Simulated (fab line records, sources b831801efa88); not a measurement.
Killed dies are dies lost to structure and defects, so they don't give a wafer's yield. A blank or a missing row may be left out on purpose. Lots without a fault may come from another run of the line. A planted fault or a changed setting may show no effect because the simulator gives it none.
A struck lot beside a sound one | flow sky130 | 18 steps out of a route of 708
Sound: wafers L417.1, L417.3, L417.4. Struck: wafers L412.3, L412.5, L412.6. The cause comes at the end.
At each step with rows: each side's tool, then ch and its chambers, then its first start. Under that, the readings that differ: sound wafers | struck wafers | difference of the means | sigmas: that difference in standard deviations of wafers without a fault.
alike: readings whose means differ by less than 2 such deviations, and words and numbers that are the same on both sides. not compared: withheld readings, readings that some wafer has no value for, bounds like >300 that may hide the same value, and numbers for which the record gives no deviation and whose values overlap.
The two part at a step that has a row with sigmas, a row that says differs or no value, or rows on one side only. Numbers that don't overlap but have no deviation are shown without sigmas and don't part them. A reading that every wafer of one side lacks parts them only if that side has two wafers or more.

SKY_POLY_GATE_ETCH_15: etches BARC in N2/H2, stops on SiO2, time 118.5 s, target depth 110 nm.
  sound on rie_diel-03 ch 0,2,3, day 21 03:28; struck on rie_diel-03 ch 0,1,2, day 19 05:22
  alike: drypump_motor_current_A, oes_product_au, throttle_valve_pct
  not compared: rf_hours_counter_h
SKY_POLY_GATE_ETCH_16: etches Si3N4 in CH3F/O2, stops on poly-Si, time 147.5 s, target depth 75 nm.
  sound on rie_diel-03 ch 0,2,3, day 21 03:32; struck on rie_diel-03 ch 0,1,2, day 19 05:26
  alike: drypump_motor_current_A, oes_product_au, throttle_valve_pct
  not compared: rf_hours_counter_h
SKY_POLY_GATE_ETCH_17: etches poly-Si in HBr/Cl2, stops on SiO2, target depth 180 nm, time 70.5 s.
  sound on rie_si-02 ch 0,3, day 21 03:38; struck on rie_si-01 ch 1,2,3, day 19 05:32
  alike: drypump_motor_current_A, oes_product_au, throttle_valve_pct
  not compared: rf_hours_counter_h
SKY_POLY_GATE_STRIP_18: strips in O2/N2.
  sound on plasma_asher-04 ch 0,1, day 21 03:42; struck on plasma_asher-03 ch 0,1, day 19 05:38
  alike: drypump_motor_current_A, oes_product_au, strip_time_to_endpoint_s
  not compared: rf_hours_counter_h
then, 2 steps without rows for these wafers: SKY_POLY_GATE_CLEAN_19 (cleans in SC1/SC2, time 150 s); SKY_POLY_GATE_OXIDATION_20 (stabilise 600 s, purge 300 s, target thk 4 nm).
SKY_POLY_GATE_THK_MEAS_21:
  sound on film_metro-04, day 21 05:06; struck on film_metro-03, day 19 07:29
  alike: POLY_GATE_OXIDATION_THK
SKY_POLY_GATE_CD_MEAS_22:
  sound on cd_sem-02, day 21 05:10; struck on cd_sem-01, day 19 07:35
  alike: cd_nm
then, 4 steps without rows for these wafers: SKY_LDD_N_DEHYDRATE_00 (time 60 s); SKY_LDD_N_HMDS_01 (prime time 60 s); SKY_LDD_N_COAT_02 (resist thk 300 nm); SKY_LDD_N_SOFTBAKE_03 (time 60 s).
SKY_LDD_N_EXPOSE_04: exposes mask NTM, target cd 840 nm.
  sound on iline_stepper-02 ch 0, day 21 20:25; struck on iline_stepper-01 ch 0, day 19 23:12
  reading                       | sound                | struck   | difference | sigmas
  model.LDD_N.overlay_x_nm (nm) | -0.849 -0.849 -0.849 | 42 42 42 | +43        |
  alike: mask
then, 2 steps without rows for these wafers: SKY_LDD_N_PEB_05; SKY_LDD_N_DEVELOP_06 (develop time 60 s).
SKY_LDD_N_OVL_MEAS_07:
  sound on overlay-02, day 22 11:20; struck on overlay-01, day 20 14:21
  reading        | sound          | struck         | difference | sigmas
  LDD_N_OVL (nm) | -0.7 -3.4 -1.9 | 42.6 42.0 41.3 | +44.0      | +29
then, 1 step without rows for these wafers: SKY_LDD_N_IMPLANT_08.
-- the record jumps here: 27 days lie between the struck wafers' starts before and after (it left off in module LDD_N and takes up again in module PAD_OPEN, whose first step shown is number 708 of the route) --
SKY_PAD_OPEN_PROBE_99:
  the record has rows for the struck wafers here (prober-02, day 47 18:39) and none for the sound ones

WHERE THEY PART
First at SKY_LDD_N_OVL_MEAS_07; last, within this record, at SKY_PAD_OPEN_PROBE_99.

WHY: what the simulator had put in
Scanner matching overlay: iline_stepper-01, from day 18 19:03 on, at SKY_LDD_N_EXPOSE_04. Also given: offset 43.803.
